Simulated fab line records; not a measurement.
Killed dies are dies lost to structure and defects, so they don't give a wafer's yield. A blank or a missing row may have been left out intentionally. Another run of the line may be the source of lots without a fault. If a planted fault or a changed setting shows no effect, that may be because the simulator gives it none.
Which of the tools did it? || flow gf180mcu || 18 wafers from 6 lots sampled at 4 of the route's 602 steps

== WHAT THE GAUGES SHOWED, per wafer ==
GF_VT_IMPLANT_RS_MEAS_49: the measuring method here is four-point-probe.
{"lot": "L441", "measured": "day 7 18:50", "on": "film metro-02", "MVPSD_RS (ohm/sq)": "1170 1169 1169"}
{"lot": "L443", "measured": "day 8 09:41", "on": "film metro-01", "MVPSD_RS (ohm/sq)": "1167 1166 1167"}
{"lot": "L447", "measured": "day 9 13:58", "on": "film metro-01", "MVPSD_RS (ohm/sq)": "1173 1172 1173"}
{"lot": "L451", "measured": "day 10 14:34", "on": "film metro-03", "MVPSD_RS (ohm/sq)": "1217 1218 1215"}
{"lot": "L458", "measured": "day 12 11:58", "on": "film metro-03", "MVPSD_RS (ohm/sq)": "1168 1167 1167"}
{"lot": "L460", "measured": "day 13 01:13", "on": "film metro-02", "MVPSD_RS (ohm/sq)": "1169 1168 1175"}

== WHAT TOOL EACH LOT RAN ON (gives the tool, then ch and the chambers of the sampled wafers, and finally the start) ==
{"lot": "L441", "GF_STI_ETCH_13": "rie diel-03 ch 0,3, day 2 06:50", "GF_STI_CMP_25": "cmp-01 ch 0,3, day 2 08:46", "GF_MVPSD_IMPLANT_09": "implanter-02 ch 0, day 5 06:26"}
{"lot": "L443", "GF_STI_ETCH_13": "rie diel-01 ch 0,2,3, day 2 17:43", "GF_STI_CMP_25": "cmp-02 ch 2,3, day 2 19:54", "GF_MVPSD_IMPLANT_09": "implanter-03 ch 0, day 5 19:25"}
{"lot": "L447", "GF_STI_ETCH_13": "rie diel-04 ch 0,2,3, day 3 15:11", "GF_STI_CMP_25": "cmp-02 ch 1,2,3, day 3 17:19", "GF_MVPSD_IMPLANT_09": "implanter-02 ch 0, day 6 19:41"}
{"lot": "L451", "GF_STI_ETCH_13": "rie diel-01 ch 0,1,3, day 4 10:31", "GF_STI_CMP_25": "cmp-02 ch 1,2,3, day 4 12:50", "GF_MVPSD_IMPLANT_09": "implanter-04 ch 0, day 7 18:05"}
{"lot": "L458", "GF_STI_ETCH_13": "rie diel-01 ch 1,2,3, day 5 22:41", "GF_STI_CMP_25": "cmp-02 ch 0,2,3, day 6 01:20", "GF_MVPSD_IMPLANT_09": "implanter-02 ch 0, day 9 11:41"}
{"lot": "L460", "GF_STI_ETCH_13": "rie diel-01 ch 1,2, day 6 08:38", "GF_STI_CMP_25": "cmp-01 ch 0,1,2, day 6 10:50", "GF_MVPSD_IMPLANT_09": "implanter-03 ch 0, day 10 00:35"}
- GF_STI_ETCH_13: etches the open film in CHF3/O2, stops on Si, target depth 282.31 nm, time 112.9 s.
- GF_STI_CMP_25: polishes, stops on Si3N4, t overpolish 33 s, target thk 524.6 nm.
- GF_MVPSD_IMPLANT_09

== THE ANSWER, worked out from the rows above alone ==
Rule: usual is defined by the lots themselves. Put in order of their means at a reading, lots are off if they are a third of the lots or fewer, leave a main group of 4 or more, and stand apart from it by a gap of 3 or more times the standard deviation of the main group's means; of several such gaps the widest counts. A main group is skipped when, at the precision printed for the reading in the tables above, its means are all equal. Also off: a lot with no number at a reading for which 4 or more lots have one. Any other lot the step has rows for is counted as sound.
Off: L451, seen at GF_VT_IMPLANT_RS_MEAS_49 (MVPSD_RS). The main group has a mean of 1169 ohm/sq with a standard deviation of 2.2.
A tool fits if, at a process step before that reading, it ran every lot that is off, and no sound lot after the first of them. Those tools and the gauges at GF_VT_IMPLANT_RS_MEAS_49 are tried in the same way. One fits: GF_MVPSD_IMPLANT_09 on implanter-04. It ran no sound lot before its first lot that is off in this sample, so the start can't be narrowed down.

== WHAT THE SIMULATOR PUT IN ==
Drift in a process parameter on implanter-04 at GF_MVPSD_IMPLANT_09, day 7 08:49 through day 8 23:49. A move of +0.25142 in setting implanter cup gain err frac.
Shown lots that were struck: L451. Same finding as the rule above.
